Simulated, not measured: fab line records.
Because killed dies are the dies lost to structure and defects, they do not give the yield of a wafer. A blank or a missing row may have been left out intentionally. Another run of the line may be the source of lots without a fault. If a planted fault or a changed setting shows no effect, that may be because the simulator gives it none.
fab line records | flow sky130
record: lots: 12 wafers: 36 last_day: 50
route steps=708 shown LDD_P@257 POLY_CUT@315 LI_CONTACT@384 CONTACT@431
lots with no fault: from the same line, run without faults
start_h: start of the lot's first displayed wafer, in hours after the record's first day | wait_h: time in hours since the lot's previous step | " unchanged from the row above | L1.1+2: several wafers, shown together as one row | - no value, or no start given | * or withheld: withheld | < > ~ a bound
route shown NAME@n: NAME is a module with steps in the file, n the number in the route of the first one | usual: the fault-free wafers' mean and standard deviation | same: alike in all rows | chamber/n: place in a boat | sites: readings site by site | _std_site: their standard deviation | _edge_site: outer sites' mean less inner sites' | radius_mm: how far each site lies from the wafer's centre | mask NAME#n: copy n | behind: tool/chamber where the wafer was last shaped | hold: why the lot was held/for how many hours/how that ended | device: names the non-switching transistor (n, p or np) | end of line: tests of these same wafers at the route's end | a step given without rows: its recipe and nothing more | killed: dies that structure and defects cost at the first sort, which is not the same as the wafer's yield | map: a wafer's dies, marking killed ones x, the rest . and places with no die _
set.NAME: setting as actually run; set.NAME@STEP: the setting as run at that earlier step | model.NAME: the simulator's own value behind a step, which no gauge read
one table for each step of the route and one row for each wafer, over a sample of lots
services: the hour from which a tool's chamber was out of use, counted from the record's first day as start_h (under 0 if before that day), plus the number of hours and why
== steps ==
step: SKY_LDD_P_COAT_02
recipe: resist: NOVOLAK spin_rpm: 3000 resist_thk_nm: 1140
usual: spin_speed_rpm: 3000.0/1.8
columns lot.wafer tool chamber start_h wait_h spin_speed_rpm
L717.2 litho_track-01 0 419.94 0.1 3001.1
L717.3 " 0 " " 3001.2
L717.6 " 0 " " 3001.1
L720.2 litho_track-02 0 454.43 0.1 3000.6
L720.3 " 0 " " 2999.9
L720.5 " 0 " " 3004.1
L721.1 litho_track-04 0 456.47 0.1 2999.2
L721.5 " 0 " " 2998.2
L721.6 " 0 " " 3000.2
L723.1 litho_track-04 0 476.87 0.1 3040.3
L723.2 " 0 " " 3038.9
L723.3 " 0 " " 3040.7
L724.1 litho_track-04 0 485.92 0.1 3042.0
L724.4 " 0 " " 3041.3
L724.6 " 0 " " 3042.2
L731.2 litho_track-04 0 553.55 0.1 3000.0
L731.5 " 0 " " 2997.9
L731.6 " 0 " " 2997.2
L732.1 litho_track-02 0 556.36 0.1 3001.9
L732.2 " 0 " " 3001.8
L732.6 " 0 " " 2997.6
L733.1 litho_track-02 0 564.61 0.1 2997.4
L733.2 " 0 " " 3000.8
L733.5 " 0 " " 2998.7
L735.2 litho_track-01 0 582.49 0.1 3000.1
L735.5 " 0 " " 3000.7
L735.6 " 0 " " 2998.4
L736.1 litho_track-01 0 593.56 0.1 3001.2
L736.2 " 0 " " 3001.2
L736.4 " 0 " " 3001.4
L737.3 litho_track-01 0 598.71 0.1 3001.3
L737.5 " 0 " " 3000.2
L737.6 " 0 " " 3000.0
L738.3 litho_track-01 0 610.11 0.1 3003.7
L738.4 " 0 " " 3002.2
L738.5 " 0 " " 3000.7
step: SKY_LDD_P_STRIP_10
recipe: chemistry: O2/N2 power_w: 1400 pressure_mtorr: 1500 platen_temp_c: withheld o2_flow_sccm: 3000 n2_flow_sccm: 300 overash_fraction: 0.5
usual: drypump_motor_current_A: 5.6/0.49 o2_flow_sccm: 3002/8.5 oes_product_au: 0.716/0.0045 strip_time_to_endpoint_s: 14.17/0.042
columns lot.wafer tool chamber start_h wait_h drypump_motor_current_A o2_flow_sccm oes_product_au rf_hours_counter_h strip_time_to_endpoint_s
L717.2 plasma_asher-02 0 435.42 0.1 5.9 2997 0.709 1 14.21
L717.3 " 1 " " 5.1 3001 0.711 - 14.15
L717.6 " 0 " " 5.9 2996 0.713 - 14.14
L720.2 plasma_asher-02 1 470.42 0.1 5.1 2988 0.715 5 14.21
L720.3 " 1 " " 5.1 3005 0.717 - 14.20
L720.5 " 0 " " 5.9 3022 0.716 - 14.20
L721.1 plasma_asher-01 0 471.76 0.1 5.8 2997 0.714 38 14.10
L721.5 " 0 " " 5.8 3009 0.714 - 14.14
L721.6 " 1 " " 4.9 3003 0.709 - 14.11
L723.1 plasma_asher-02 1 492.81 0.1 5.1 2993 0.711 7 14.04
L723.2 " 0 " " 5.8 3007 0.719 7 14.05
L723.3 " 0 " " 5.9 3015 0.718 - 14.05
L724.1 plasma_asher-04 0 502.28 0.1 5.7 2995 0.718 64 14.05
L724.4 " 0 " " 5.7 2993 0.710 - 14.03
L724.6 " 0 " " 5.8 2996 0.715 - 14.07
L731.2 plasma_asher-01 1 568.77 0.1 4.9 3012 0.720 49 14.15
L731.5 " 1 " " 4.9 3012 0.725 - 14.19
L731.6 " 0 " " 5.8 3004 0.722 - 14.12
L732.1 plasma_asher-02 0 571.28 0.1 5.9 3008 0.710 11 14.16
L732.2 " 1 " " 5.1 2999 0.712 11 14.14
L732.6 " 0 " " 5.9 2994 0.717 - 14.24
L733.1 plasma_asher-04 1 580.07 0.1 6.4 2995 0.717 72 14.19
L733.2 " 0 " " 5.7 2993 0.725 72 14.15
L733.5 " 0 " " 5.7 2990 0.719 - 14.14
L735.2 plasma_asher-02 1 597.27 0.1 5.1 2999 0.719 14 14.22
L735.5 " 1 " " 5.1 2991 0.711 - 14.20
L735.6 " 0 " " 5.8 3002 0.723 - 14.20
L736.1 plasma_asher-01 0 608.43 0.1 5.8 2997 0.722 53 14.17
L736.2 " 1 " " 4.9 3010 0.715 53 14.19
L736.4 " 0 " " 5.8 3010 0.714 - 14.17
L737.3 plasma_asher-04 1 613.81 0.1 6.4 2999 0.720 - 14.24
L737.5 " 0 " " 5.8 3020 0.720 - 14.23
L737.6 " 1 " " 6.4 2995 0.715 - 14.23
L738.3 plasma_asher-04 1 624.96 0.1 6.3 3012 0.718 - 14.21
L738.4 " 0 " " 5.8 3002 0.726 - 14.16
L738.5 " 1 " " 6.4 3003 0.715 - 14.22
step: SKY_POLY_CUT_CD_MEAS_08
recipe: target_cd_nm: 270
usual: cd_nm: 269.7/1.5
columns lot.wafer tool chamber start_h wait_h cd_nm
L717.2 cd_sem-02 - 558.93 - 269.4
L717.3 " - " " 271.3
L717.6 " - " " 270.7
L720.2 cd_sem-01 - 590.94 - 268.5
L720.3 " - " " 272.1
L720.5 " - " " 270.0
L721.1 cd_sem-02 - 594.21 - 268.2
L721.5 " - " " 269.1
L721.6 " - " " 270.9
L723.1 cd_sem-02 - 612.07 - 270.0
L723.2 " - " " 272.0
L723.3 " - " " 270.1
L724.1 cd_sem-02 - 621.87 - 271.7
L724.4 " - " " 271.9
L724.6 " - " " 271.2
L731.2 cd_sem-01 - 686.68 - 269.3
L731.5 " - " " 269.3
L731.6 " - " " 268.8
L732.1 cd_sem-02 - 689.46 - 269.5
L732.2 " - " " 269.4
L732.6 " - " " 269.3
L733.1 cd_sem-02 - 696.46 - 270.2
L733.2 " - " " 270.3
L733.5 " - " " 268.6
L735.2 cd_sem-02 - 713.08 - 271.4
L735.5 " - " " 270.9
L735.6 " - " " 271.0
L736.1 cd_sem-01 - 723.27 - 274.0
L736.2 " - " " 272.9
L736.4 " - " " 273.7
L737.3 cd_sem-01 - 729.46 - 267.8
L737.5 " - " " 267.8
L737.6 " - " " 268.1
L738.3 cd_sem-01 - 740.41 - 269.9
L738.4 " - " " 270.4
L738.5 " - " " 269.0
step: SKY_LI_CONTACT_RS_MEAS_22
recipe: thk_meas_gauge: four-point-probe reads: W_of_LI_CONTACT_CVD_21+TiN_of_LI_CONTACT_SPUTTER_20+Ti_of_LI_CONTACT_SPUTTER_19
usual: LI_CONTACT_W_RS: 0.287/0.004
columns lot.wafer tool chamber start_h wait_h LI_CONTACT_W_RS[ohm/sq]
L717.2 film_metro-04 - 675.32 0.1 0.285
L717.3 " - " " 0.281
L717.6 " - " " 0.290
L720.2 film_metro-04 - 707.94 0.1 0.282
L720.3 " - " " 0.280
L720.5 " - " " 0.291
L721.1 film_metro-04 - 711.80 0.1 0.286
L721.5 " - " " 0.287
L721.6 " - " " 0.280
L723.1 film_metro-02 - 728.95 0.1 0.285
L723.2 " - " " 0.286
L723.3 " - " " 0.283
L724.1 film_metro-04 - 737.60 0.1 0.286
L724.4 " - " " 0.296
L724.6 " - " " 0.289
L731.2 film_metro-02 - 801.03 0.1 0.290
L731.5 " - " " 0.295
L731.6 " - " " 0.290
L732.1 film_metro-02 - 804.71 0.1 0.291
L732.2 " - " " 0.285
L732.6 " - " " 0.287
L733.1 film_metro-04 - 810.17 0.1 0.291
L733.2 " - " " 0.286
L733.5 " - " " 0.287
L735.2 film_metro-04 - 825.70 0.1 0.291
L735.5 " - " " 0.288
L735.6 " - " " 0.290
L736.1 film_metro-03 - 835.76 0.1 0.289
L736.2 " - " " 0.293
L736.4 " - " " 0.289
L737.3 film_metro-02 - 840.47 0.1 0.289
L737.5 " - " " 0.293
L737.6 " - " " 0.289
L738.3 film_metro-03 - 850.44 0.1 0.288
L738.4 " - " " 0.282
L738.5 " - " " 0.281
step: SKY_CONTACT_RS_MEAS_25
recipe: thk_meas_gauge: four-point-probe reads: W_of_CONTACT_CVD_24+TiN_of_CONTACT_SPUTTER_23
usual: CONTACT_W_RS: 0.338/0.0037
columns lot.wafer tool chamber start_h wait_h CONTACT_W_RS[ohm/sq]
L717.2 film_metro-03 - 735.43 0.1 0.339
L717.3 " - " " 0.335
L717.6 " - " " 0.343
L720.2 film_metro-03 - 766.88 0.1 0.342
L720.3 " - " " 0.335
L720.5 " - " " 0.333
L721.1 film_metro-03 - 771.87 0.1 0.341
L721.5 " - " " 0.339
L721.6 " - " " 0.336
L723.1 film_metro-03 - 787.87 0.1 0.336
L723.2 " - " " 0.337
L723.3 " - " " 0.333
L724.1 film_metro-01 - 796.31 0.1 0.338
L724.4 " - " " 0.333
L724.6 " - " " 0.337
L731.2 film_metro-01 - 857.53 0.1 0.339
L731.5 " - " " 0.335
L731.6 " - " " 0.337
L732.1 film_metro-03 - 861.60 0.1 0.339
L732.2 " - " " 0.342
L732.6 " - " " 0.337
L733.1 film_metro-01 - 865.67 0.1 0.343
L733.2 " - " " 0.337
L733.5 " - " " 0.341
L735.2 film_metro-03 - 881.44 0.1 0.332
L735.5 " - " " 0.332
L735.6 " - " " 0.331
L736.1 film_metro-03 - 890.51 0.1 0.336
L736.2 " - " " 0.336
L736.4 " - " " 0.336
L737.3 film_metro-02 - 894.62 0.1 0.337
L737.5 " - " " 0.334
L737.6 " - " " 0.333
L738.3 film_metro-01 - 905.86 0.1 0.342
L738.4 " - " " 0.339
L738.5 " - " " 0.343
== services ==
columns tool chamber start_h hours kind
plasma_asher-04 - 405.11 67.0 repair
plasma_asher-02 - 421.25 9.0 pm
plasma_asher-02 0 421.25 9.0 vent_cycle
plasma_asher-02 1 421.25 9.0 vent_cycle
plasma_asher-02 0 430.25 - clean
plasma_asher-02 1 430.25 - clean
litho_track-02 - 456.15 - consumable_replace:filter
plasma_asher-04 - 461.91 2.1 repair
plasma_asher-02 - 496.16 26.5 repair
plasma_asher-02 - 539.48 14.2 repair
litho_track-04 - 571.67 - consumable_replace:filter
plasma_asher-01 - 611.56 2.2 repair
== key ==
first_sign: step: SKY_LDD_P_COAT_02 reading: spin_speed_rpm direction: up sigmas: 22 usual: 3000.0 struck: 3040.9
effect: step: SKY_LDD_P_STRIP_10 reading: strip_time_to_endpoint_s direction: down sigmas: 2.9 usual: * struck: *
met_at SKY_LDD_P_COAT_02
struck_lots L723,L724
tester_left_out L723,L724
not_acting_at SKY_POLY_CUT_CD_MEAS_08,SKY_LI_CONTACT_RS_MEAS_22,SKY_CONTACT_RS_MEAS_25
onset_between 456.47 476.87
fault: kind: process_parameter_drift tool: litho_track-04 chamber: - onset_h: 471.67 steps: SKY_LDD_P_COAT_02 channel: spin_rpm offset: 42.25 shape: step end_h: 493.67 acts_in: these_recipes_only stated: 3000
tester_left_out: of these lots the tester's yield and bins aren't shown, on N5 and GAA mostly nor the transistor test; their killed dies are dies lost to structure and defects alone, not to doping, threshold or leakage, so they don't give the yield
